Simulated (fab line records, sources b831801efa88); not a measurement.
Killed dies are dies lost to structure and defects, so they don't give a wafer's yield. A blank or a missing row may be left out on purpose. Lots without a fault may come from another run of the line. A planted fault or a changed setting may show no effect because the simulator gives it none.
A struck lot beside a sound one | flow sky130 | 15 steps out of a route of 708
Sound: wafers L340.1, L340.2, L340.5. Struck: wafers L350.1, L350.3, L350.4. The cause comes at the end.
At each step with rows: each side's tool, then ch and its chambers, then its first start. Under that, the readings that differ: sound wafers | struck wafers | difference of the means | sigmas: that difference in standard deviations of wafers without a fault.
alike: readings whose means differ by less than 2 such deviations, and words and numbers that are the same on both sides. not compared: withheld readings, readings that some wafer has no value for, bounds like >300 that may hide the same value, and numbers for which the record gives no deviation and whose values overlap.
The two part at a step that has a row with sigmas, a row that says differs or no value, or rows on one side only. Numbers that don't overlap but have no deviation are shown without sigmas and don't part them. A reading that every wafer of one side lacks parts them only if that side has two wafers or more.

first, 1 step without rows for these wafers: SKY_VT_ADJUST_NCORE_IMPLANT_09.
SKY_VT_ADJUST_NCORE_STRIP_10: strips in O2/N2.
  sound on plasma_asher-03 ch 0,1, day 9 06:14; struck on plasma_asher-01 ch 0,1, day 12 16:58
  alike: drypump_motor_current_A, oes_product_au, strip_time_to_endpoint_s
  not compared: rf_hours_counter_h
SKY_VT_ADJUST_NCORE_TW_MEAS_11:
  sound on film_metro-02, day 9 06:20; struck on film_metro-04, day 12 17:04
  alike: VT_ADJUST_NCORE_TW
then, 7 steps without rows for these wafers: SKY_VT_ADJUST_HVTR_DEHYDRATE_00 (time 60 s); SKY_VT_ADJUST_HVTR_HMDS_01 (prime time 60 s); SKY_VT_ADJUST_HVTR_COAT_02 (resist thk 1140 nm); SKY_VT_ADJUST_HVTR_SOFTBAKE_03 (time 60 s); SKY_VT_ADJUST_HVTR_EXPOSE_04 (exposes mask HVTRM, target cd 380 nm); SKY_VT_ADJUST_HVTR_PEB_05; SKY_VT_ADJUST_HVTR_DEVELOP_06 (develop time 60 s).
SKY_VT_ADJUST_HVTR_CD_MEAS_07: target cd 380 nm.
  sound on cd_sem-01, day 10 04:46; struck on cd_sem-02, day 13 17:56
  alike: cd_nm
SKY_VT_ADJUST_HVTR_OVL_MEAS_08:
  sound on overlay-01, day 10 04:53; struck on overlay-02, day 13 18:04
  alike: VT_ADJUST_HVTR_OVL
SKY_VT_ADJUST_HVTR_IMPLANT_09:
  sound on implanter-02 ch 0, day 10 04:55; struck on implanter-02 ch 0, day 13 18:05
  reading       | sound                            | struck                           | difference  | sigmas
  dose_ions_cm2 | 2.0987e+12 2.1028e+12 2.1009e+12 | 2.0694e+12 2.0683e+12 2.0719e+12 | -3.0933e+10 | -14
SKY_VT_ADJUST_HVTR_STRIP_10: strips in O2/N2.
  sound on plasma_asher-01 ch 0,1, day 10 05:04; struck on plasma_asher-02 ch 0,1, day 13 18:14
  alike: drypump_motor_current_A, oes_product_au, strip_time_to_endpoint_s
  not compared: rf_hours_counter_h
-- the record jumps here: 36 days lie between the struck wafers' starts before and after (it left off in module VT_ADJUST_HVTR and takes up again in module PAD_OPEN, whose first step shown is number 708 of the route) --
SKY_PAD_OPEN_PROBE_99:
  sound on prober-02, day 46 08:22; struck on prober-01, day 49 08:50
  alike: killed_at_M0_to_M3, killed_at_M4_up, killed_at_contacts, killed_at_front_end, killed_at_other, killed_dies, killed_open, killed_short

WHERE THEY PART
Only at SKY_VT_ADJUST_HVTR_IMPLANT_09, within this record. Later steps at which nothing parts them and some readings are alike: SKY_VT_ADJUST_HVTR_STRIP_10, SKY_PAD_OPEN_PROBE_99.

WHY: what the simulator had put in
Process parameter drift: implanter-02, from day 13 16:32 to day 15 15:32, at SKY_VT_ADJUST_HVTR_IMPLANT_09. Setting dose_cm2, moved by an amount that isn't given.
